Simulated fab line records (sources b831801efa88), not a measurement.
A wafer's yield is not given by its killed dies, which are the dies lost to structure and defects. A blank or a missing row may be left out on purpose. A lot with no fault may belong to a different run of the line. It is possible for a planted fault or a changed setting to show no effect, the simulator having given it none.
Which tool was responsible? | flow sky130 | 14 lots with 42 wafers sampled at 4 steps, on a route of 708 steps

== WHAT THE GAUGES SHOWED, per wafer ==
SKY_FIELD_ISO_THK_MEAS_04.
lot  | measured    | on            | FIELD_ISO_CVD_03_THK (nm)
L624 | day 1 19:30 | film_metro-04 | 161.9 160.9 161.0
L625 | day 2 00:32 | film_metro-02 | 162.0 162.4 161.2
L626 | day 2 04:33 | film_metro-04 | 161.2 161.5 161.4
L627 | day 2 10:06 | film_metro-02 | 162.7 162.1 162.3
L629 | day 2 20:52 | film_metro-03 | 163.7 163.7 164.2
L630 | day 3 01:32 | film_metro-03 | 163.4 162.2 161.9
L631 | day 3 07:58 | film_metro-04 | 161.0 160.4 163.2
L633 | day 3 20:23 | film_metro-03 | 163.1 161.5 162.9
L634 | day 4 00:47 | film_metro-04 | 160.8 161.2 162.3
L636 | day 4 06:46 | film_metro-02 | 162.1 163.3 163.2
L637 | day 4 12:07 | film_metro-02 | 161.4 161.3 162.2
L640 | day 5 04:14 | film_metro-03 | 160.1 160.4 159.9
L641 | day 5 08:18 | film_metro-02 | 162.0 162.0 161.8
L646 | day 6 10:08 | film_metro-04 | 163.2 163.3 163.7

SKY_LI_CONTACT_THK_MEAS_01.
lot  | measured     | on            | LI_CONTACT_HDPCVD_THK (nm)
L624 | day 29 08:43 | film_metro-01 | 913 917 919
L625 | day 29 11:05 | film_metro-04 | 908 917 927
L626 | day 29 13:03 | film_metro-03 | 926 930 903
L627 | day 29 23:49 | film_metro-03 | 905 903 906
L629 | day 30 18:17 | film_metro-01 | 912 902 894
L630 | day 30 21:08 | film_metro-04 | 913 907 907
L631 | day 30 21:54 | film_metro-03 | 910 904 904
L633 | day 31 20:49 | film_metro-01 | 918 912 912
L634 | day 32 00:20 | film_metro-01 | 897 911 904
L636 | day 32 11:02 | film_metro-04 | 906 895 899
L637 | day 32 22:29 | film_metro-03 | 912 883 901
L646 | day 35 09:47 | film_metro-03 | 906 913 916

== WHAT TOOL EACH LOT RAN ON (gives the tool, then ch and the chambers of the sampled wafers, and finally the start) ==
lot  | SKY_POLY_GATE_PEB_11              | SKY_LDD_HVP_STRIP_09
L624 | litho_track-04 ch 0, day 17 15:00 | plasma_asher-03 ch 0,1, day 23 00:17
L625 | litho_track-02 ch 0, day 17 18:00 | plasma_asher-02 ch 0,1, day 23 02:50
L626 | litho_track-03 ch 0, day 17 21:00 | plasma_asher-03 ch 0,1, day 23 04:57
L627 | litho_track-03 ch 0, day 18 12:00 | plasma_asher-02 ch 0,1, day 23 20:20
L629 | litho_track-02 ch 0, day 19 05:00 | plasma_asher-04 ch 0,1, day 24 12:04
L630 | litho_track-04 ch 0, day 19 11:00 | plasma_asher-02 ch 0,1, day 24 16:02
L631 | litho_track-04 ch 0, day 19 08:00 | plasma_asher-03 ch 1, day 24 15:15
L633 | litho_track-03 ch 0, day 20 14:00 | plasma_asher-02 ch 0,1, day 25 18:53
L634 | litho_track-03 ch 0, day 20 17:00 | plasma_asher-02 ch 0,1, day 25 21:11
L636 | litho_track-03 ch 0, day 21 08:00 | plasma_asher-02 ch 0,1, day 26 12:01
L637 | litho_track-02 ch 0, day 21 14:00 | plasma_asher-02 ch 0,1, day 26 20:15
L640 | litho_track-03, day 22 13:00      | -
L641 | litho_track-02, day 23 02:00      | -
L646 | litho_track-03 ch 0, day 24 13:00 | plasma_asher-02 ch 0,1, day 29 13:23
- SKY_POLY_GATE_PEB_11
- SKY_LDD_HVP_STRIP_09: strips in O2/N2.

== WHAT THE TOOLS THEMSELVES READ (means of the sampled wafers that have a number; where no wafer has one, the mark that the record gives instead) ==
SKY_POLY_GATE_PEB_11.
lot  | tool           | exhaust_pa (Pa)
L624 | litho_track-04 | 44.3
L625 | litho_track-02 | 45.0
L626 | litho_track-03 | 45.2
L627 | litho_track-03 | 45.9
L629 | litho_track-02 | 45.0
L630 | litho_track-04 | 45.2
L631 | litho_track-04 | 45.1
L633 | litho_track-03 | 44.8
L634 | litho_track-03 | 44.3
L636 | litho_track-03 | 45.3
L637 | litho_track-02 | 44.8
L640 | litho_track-03 | -
L641 | litho_track-02 | -
L646 | litho_track-03 | 45.1

SKY_LDD_HVP_STRIP_09.
lot  | tool            | drypump_motor_current_A (A) | oes_product_au (a.u.) | strip_time_to_endpoint_s (s)
L624 | plasma_asher-03 | 5.6                         | 0.409                 | 4.146
L625 | plasma_asher-02 | 5.5                         | 0.411                 | 4.132
L626 | plasma_asher-03 | 5.6                         | 0.408                 | 4.132
L627 | plasma_asher-02 | 5.5                         | 0.407                 | 4.143
L629 | plasma_asher-04 | 6.2                         | 0.410                 | 4.125
L630 | plasma_asher-02 | 5.5                         | 0.411                 | 4.141
L631 | plasma_asher-03 | 5.6                         | 0.408                 | 4.115
L633 | plasma_asher-02 | 5.5                         | 0.406                 | 4.129
L634 | plasma_asher-02 | 5.5                         | 0.404                 | 4.125
L636 | plasma_asher-02 | 5.3                         | 0.407                 | 4.148
L637 | plasma_asher-02 | 5.5                         | 0.407                 | 4.137
L646 | plasma_asher-02 | 5.3                         | 0.404                 | 4.139

== THE ANSWER, worked out from the rows above alone ==
Rule: the lots themselves supply what counts as usual. The widest of any qualifying gaps counts: lots, ordered by their means at a reading, are off when they make up no more than a third of the lots, leave a main group of 4 or more, and stand apart from it by 3 or more times the standard deviation of that group's means. Not used: any main group whose means are identical at the precision the tables above print for the reading. A lot without any number at a reading at which 4 lots or more have one is off too. Any other lot the step has rows for is counted as sound. The gauges are gone through in route order, then the tools' own readings, and for those a lot's mean is taken as printed above. At the first step where some lot is off, the reading lying furthest off is the one used; lots without a number count as furthest.
Off: L640, L641, at SKY_POLY_GATE_PEB_11 (exhaust_pa). Without a number there: L640, L641. The main group: mean 45.0 Pa, standard deviation 0.41.
If a tool, at that step or one of the process steps before it, ran each lot that is off and ran no sound lot following the first of them, it fits. Of those tried, none fits.

== WHAT WAS PUT IN BY THE SIMULATOR ==
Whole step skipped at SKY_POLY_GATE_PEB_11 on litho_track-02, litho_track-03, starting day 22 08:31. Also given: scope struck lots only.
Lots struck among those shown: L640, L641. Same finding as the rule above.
